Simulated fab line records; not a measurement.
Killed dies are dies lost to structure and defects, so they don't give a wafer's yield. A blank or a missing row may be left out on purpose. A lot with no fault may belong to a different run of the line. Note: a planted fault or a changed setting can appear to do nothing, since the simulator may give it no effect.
Check for tools in common + flow sky130 + 12 lots and 36 wafers in the sample

## WHY IT WAS OPENED
2 of 12 lots carry a flag on the reading SD_P_OVL at SKY_SD_P_OVL_MEAS_08. Wafers without a fault read -0.6 nm, standard deviation 1.5.
Rule: a lot is flagged when every wafer of it that has a number lies more than 4 standard deviations from that mean, or none has a number. All remaining lots are regarded as sound.

| lot  | measured     | on         | SD_P_OVL (nm), wafer by wafer | flag    |
|------|--------------|------------|-------------------------------|---------|
| L604 | day 26 13:21 | overlay-01 | 2.0 0.8 0.9                   |         |
| L605 | day 26 14:35 | overlay-01 | -0.6 -0.4 -0.4                |         |
| L606 | day 26 16:49 | overlay-01 | -0.4 -1.9 -1.8                |         |
| L609 | day 28 18:10 | overlay-02 | -3.6 -3.3 -2.2                |         |
| L611 | day 28 20:46 | overlay-02 | 0.3 0.9 2.4                   |         |
| L612 | day 28 21:04 | overlay-02 | 1.2 1.7 1.8                   |         |
| L614 | day 29 05:50 | overlay-01 | -2.0 -1.3 0.1                 |         |
| L615 | day 29 08:37 | overlay-01 | -2.2 -0.9 -2.3                |         |
| L623 | day 32 07:10 | overlay-02 | -56.3 -58.3 -56.8             | FLAGGED |
| L624 | day 32 08:46 | overlay-02 | 0.8 0.5 -1.7                  |         |
| L625 | day 32 19:38 | overlay-02 | -56.4 -57.9 -57.1             | FLAGGED |
| L626 | day 33 00:41 | overlay-02 | 0.5 1.0 1.4                   |         |
The mean of the flagged lots' numbers is -57.1 nm, -56.5 nm from the usual (-38 standard deviations).

## WHICH TOOL RAN EACH LOT
The record holds 3 process steps before the reading, out of a route of 708 steps. Cell contents, in order: the tool; ch with the chambers the sampled wafers went through; the start.
| lot  | flag    | SKY_LDD_LDN_STRIP_12                 | SKY_POLY_CUT_ETCH_10               | SKY_SD_P_EXPOSE_04                  |
|------|---------|--------------------------------------|------------------------------------|-------------------------------------|
| L604 |         | plasma_asher-01 ch 0,1, day 24 01:20 | rie_diel-03 ch 0,1,2, day 25 08:19 | iline_stepper-02 ch 0, day 25 23:46 |
| L605 |         | plasma_asher-02 ch 0,1, day 24 01:55 | rie_diel-02 ch 1,2,3, day 25 09:04 | iline_stepper-01 ch 0, day 26 00:44 |
| L606 |         | plasma_asher-03 ch 0,1, day 24 04:05 | rie_diel-03 ch 0,1,2, day 25 12:02 | iline_stepper-02 ch 0, day 26 03:17 |
| L609 |         | plasma_asher-02 ch 0,1, day 26 05:57 | rie_diel-04 ch 0,2,3, day 27 14:07 | iline_stepper-02 ch 0, day 28 04:21 |
| L611 |         | plasma_asher-03 ch 0,1, day 26 07:31 | rie_diel-04 ch 1,2,3, day 27 15:19 | iline_stepper-01 ch 0, day 28 06:11 |
| L612 |         | plasma_asher-02 ch 0,1, day 26 07:49 | rie_diel-03 ch 0,1,2, day 27 15:19 | iline_stepper-02 ch 0, day 28 06:35 |
| L614 |         | plasma_asher-01 ch 0,1, day 26 17:59 | rie_diel-04 ch 0,1,2, day 28 00:52 | iline_stepper-02 ch 0, day 28 15:08 |
| L615 |         | plasma_asher-01 ch 0,1, day 26 22:13 | rie_diel-03 ch 0,1,2, day 28 04:25 | iline_stepper-02 ch 0, day 28 18:35 |
| L623 | FLAGGED | plasma_asher-03 ch 0,1, day 29 21:17 | rie_diel-02 ch 0,1,2, day 31 03:07 | iline_stepper-01 ch 0, day 31 17:13 |
| L624 |         | plasma_asher-02 ch 0,1, day 29 23:05 | rie_diel-03 ch 0,1, day 31 05:58   | iline_stepper-02 ch 0, day 31 19:37 |
| L625 | FLAGGED | plasma_asher-01 ch 1, day 30 11:26   | rie_diel-03 ch 0,2,3, day 31 16:46 | iline_stepper-01 ch 0, day 32 07:08 |
| L626 |         | plasma_asher-01 ch 0,1, day 30 18:25 | rie_diel-02 ch 0,1, day 31 22:55   | iline_stepper-02 ch 0, day 32 12:14 |
What the steps here do:
- SKY_LDD_LDN_STRIP_12: strips in O2/N2.
- SKY_POLY_CUT_ETCH_10: etches BARC in N2/H2, stops on SiO2, time 45.9 s, target depth 60 nm.
- SKY_SD_P_EXPOSE_04: exposes mask PSDM, target cd 380 nm.
- SKY_SD_P_OVL_MEAS_08

## FLAGGED AGAINST TOTAL, ONE TOOL AT A TIME (gauges that did the reading follow at the end)
| step                 | tool             | lots run | flagged | share of the flagged lots | sound lots run after its first flagged lot |
|----------------------|------------------|----------|---------|---------------------------|--------------------------------------------|
| SKY_LDD_LDN_STRIP_12 | plasma_asher-01  | 5        | 1       | some                      | 1 (L626)                                   |
| SKY_LDD_LDN_STRIP_12 | plasma_asher-02  | 4        | 0       | none                      | -                                          |
| SKY_LDD_LDN_STRIP_12 | plasma_asher-03  | 3        | 1       | some                      | 0                                          |
| SKY_POLY_CUT_ETCH_10 | rie_diel-02      | 3        | 1       | some                      | 1 (L626)                                   |
| SKY_POLY_CUT_ETCH_10 | rie_diel-03      | 6        | 1       | some                      | 0                                          |
| SKY_POLY_CUT_ETCH_10 | rie_diel-04      | 3        | 0       | none                      | -                                          |
| SKY_SD_P_EXPOSE_04   | iline_stepper-01 | 4        | 2       | all                       | 0                                          |
| SKY_SD_P_EXPOSE_04   | iline_stepper-02 | 8        | 0       | none                      | -                                          |
| SKY_SD_P_OVL_MEAS_08 | overlay-01       | 5        | 0       | none                      | -                                          |
| SKY_SD_P_OVL_MEAS_08 | overlay-02       | 7        | 2       | all                       | 2 (L624,L626)                              |

## THE TABLE: WHAT IT ALLOWS
Table rows that saw every flagged lot: 2, namely iline_stepper-01 at SKY_SD_P_EXPOSE_04 and overlay-02 at SKY_SD_P_OVL_MEAS_08.
- iline_stepper-01 at SKY_SD_P_EXPOSE_04: 2 of its 4 lots flagged. Last sound lot L611 at day 28 06:11, first flagged lot L623 at day 31 17:13; a fault beginning in between fits.
- overlay-02 at SKY_SD_P_OVL_MEAS_08: 2 of its 7 lots flagged. Sound lots followed the first flagged one (L624, L626) on it, something a lasting fault affecting the whole tool could not allow.
What remains is a single tool, iline_stepper-01 at SKY_SD_P_EXPOSE_04.

## WHAT THE SIMULATOR PUT IN
Scanner matching overlay: iline_stepper-01, from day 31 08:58 on, at SKY_SD_P_EXPOSE_04. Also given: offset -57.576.
Struck lots among those shown: L623, L625. The rule above found the same.
